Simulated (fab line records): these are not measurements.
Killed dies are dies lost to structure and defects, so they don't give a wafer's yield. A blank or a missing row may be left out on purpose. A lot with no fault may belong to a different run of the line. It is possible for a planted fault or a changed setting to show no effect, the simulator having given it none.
Check of tool commonality + flow gf180mcu + 39 wafers sampled across 11 lots

REASON FOR OPENING
Of 11 lots, 2 have the reading PASSIVATION_CVD_00_THK flagged at GF_PASSIVATION_THK_MEAS_01. No-fault wafers: 1004 nm, standard deviation 13.
Rule: a lot is flagged when every wafer of it that has a number lies more than 4 standard deviations from that mean, or none has a number. The other lots count as sound.

| lot  | measured     | on            | PASSIVATION_CVD_00_THK (nm), wafer by wafer | flag    |
|------|--------------|---------------|---------------------------------------------|---------|
| L245 | day 29 08:53 | film metro-03 | 1002 1002 1023                              |         |
| L246 | day 29 18:28 | film metro-03 | 996 998 1009                                |         |
| L247 | day 30 09:23 | film metro-03 | 1018 1019 1018                              |         |
| L250 | day 30 20:20 | film metro-02 | 969 981 1011                                |         |
| L251 | day 31 02:35 | film metro-03 | 1006 1018 996                               |         |
| L252 | day 31 07:55 | film metro-02 | 986 1010 1004                               |         |
| L253 | day 31 10:47 | film metro-02 | 1003 996 1004                               |         |
| L254 | day 32 00:23 | film metro-03 | 1001 987 1012                               |         |
| L257 | day 32 13:14 | film metro-02 | 1106 1108 1113 1108 1107 1112               | FLAGGED |
| L259 | day 33 00:24 | film metro-03 | 1095 1122 1121 1095 1122 1121               | FLAGGED |
| L265 | day 34 10:32 | film metro-03 | 980 974 1014                                |         |
Average over the flagged lots: 1111 nm; offset from the usual +107 nm, equal to +8 standard deviations.

EACH LOT AND THE TOOL IT RAN ON
2 process steps preceding the reading are held in the record, out of 602 steps in the route. Read each cell as the tool, then ch plus the chambers that the sampled wafers visited, then the start.
| lot  | flag    | GF_TOP_METAL_SPUTTER_00      | GF_PASSIVATION_CVD_00           |
|------|---------|------------------------------|---------------------------------|
| L245 |         | pvd sputter-01, day 28 12:52 | pecvd-04 ch 0,1, day 29 08:49   |
| L246 |         | pvd sputter-01, day 28 21:55 | pecvd-04 ch 0,1, day 29 18:23   |
| L247 |         | pvd sputter-01, day 29 13:24 | pecvd-04 ch 0,1,2, day 30 09:18 |
| L250 |         | pvd sputter-02, day 30 00:53 | pecvd-01 ch 0,1, day 30 20:15   |
| L251 |         | pvd sputter-03, day 30 07:31 | pecvd-01 ch 0,1,2, day 31 02:31 |
| L252 |         | pvd sputter-03, day 30 12:12 | pecvd-04 ch 0,1,2, day 31 07:50 |
| L253 |         | pvd sputter-01, day 30 15:21 | pecvd-04 ch 0,1,2, day 31 10:41 |
| L254 |         | pvd sputter-02, day 31 06:29 | pecvd-02 ch 1,2, day 32 00:17   |
| L257 | FLAGGED | pvd sputter-01, day 31 19:09 | pecvd-04 ch 0,1, day 32 13:09   |
| L259 | FLAGGED | pvd sputter-02, day 32 06:48 | pecvd-04 ch 0,1, day 33 00:18   |
| L265 |         | pvd sputter-02, day 33 19:45 | pecvd-01 ch 0,1,2, day 34 10:28 |
What is done by these steps:
- GF_TOP_METAL_SPUTTER_00: material Ti, target thk 37.5 nm, time 150 s.
- GF_PASSIVATION_CVD_00: deposits SiO2 from TEOS, target thk 1000 nm, time 111.95 s.
- GF_PASSIVATION_THK_MEAS_01

FLAGGED AGAINST TOTAL, ONE TOOL AT A TIME (gauges that did the reading follow at the end)
| step                       | tool           | lots run | flagged | share of the flagged lots | sound lots run after its first flagged lot |
|----------------------------|----------------|----------|---------|---------------------------|--------------------------------------------|
| GF_TOP_METAL_SPUTTER_00    | pvd sputter-01 | 5        | 1       | some                      | 0                                          |
| GF_TOP_METAL_SPUTTER_00    | pvd sputter-02 | 4        | 1       | some                      | 1 (L265)                                   |
| GF_TOP_METAL_SPUTTER_00    | pvd sputter-03 | 2        | 0       | none                      | -                                          |
| GF_PASSIVATION_CVD_00      | pecvd-01       | 3        | 0       | none                      | -                                          |
| GF_PASSIVATION_CVD_00      | pecvd-02       | 1        | 0       | none                      | -                                          |
| GF_PASSIVATION_CVD_00      | pecvd-04       | 7        | 2       | all                       | 0                                          |
| GF_PASSIVATION_THK_MEAS_01 | film metro-02  | 4        | 1       | some                      | 0                                          |
| GF_PASSIVATION_THK_MEAS_01 | film metro-03  | 7        | 1       | some                      | 1 (L265)                                   |

THE TABLE: WHAT IT ALLOWS
All flagged lots share 1 row of the table, namely pecvd-04 at GF_PASSIVATION_CVD_00.
- pecvd-04 at GF_PASSIVATION_CVD_00 ran 7 lots, 2 of them flagged. A fault beginning between L253 (day 31 10:41), its last sound lot, and L257 (day 32 13:09), its first flagged one, fits the data. Its own readings lie more than 4 standard deviations out on every wafer of the flagged lots: rf fwd power W.
One tool is left: pecvd-04 at GF_PASSIVATION_CVD_00.

WHAT HAD BEEN PUT IN BY THE SIMULATOR
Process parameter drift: pecvd-04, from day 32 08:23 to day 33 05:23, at GF_PASSIVATION_CVD_00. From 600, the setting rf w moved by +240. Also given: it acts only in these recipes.
Shown lots that were struck: L257, L259. The rule given above showed the same thing.
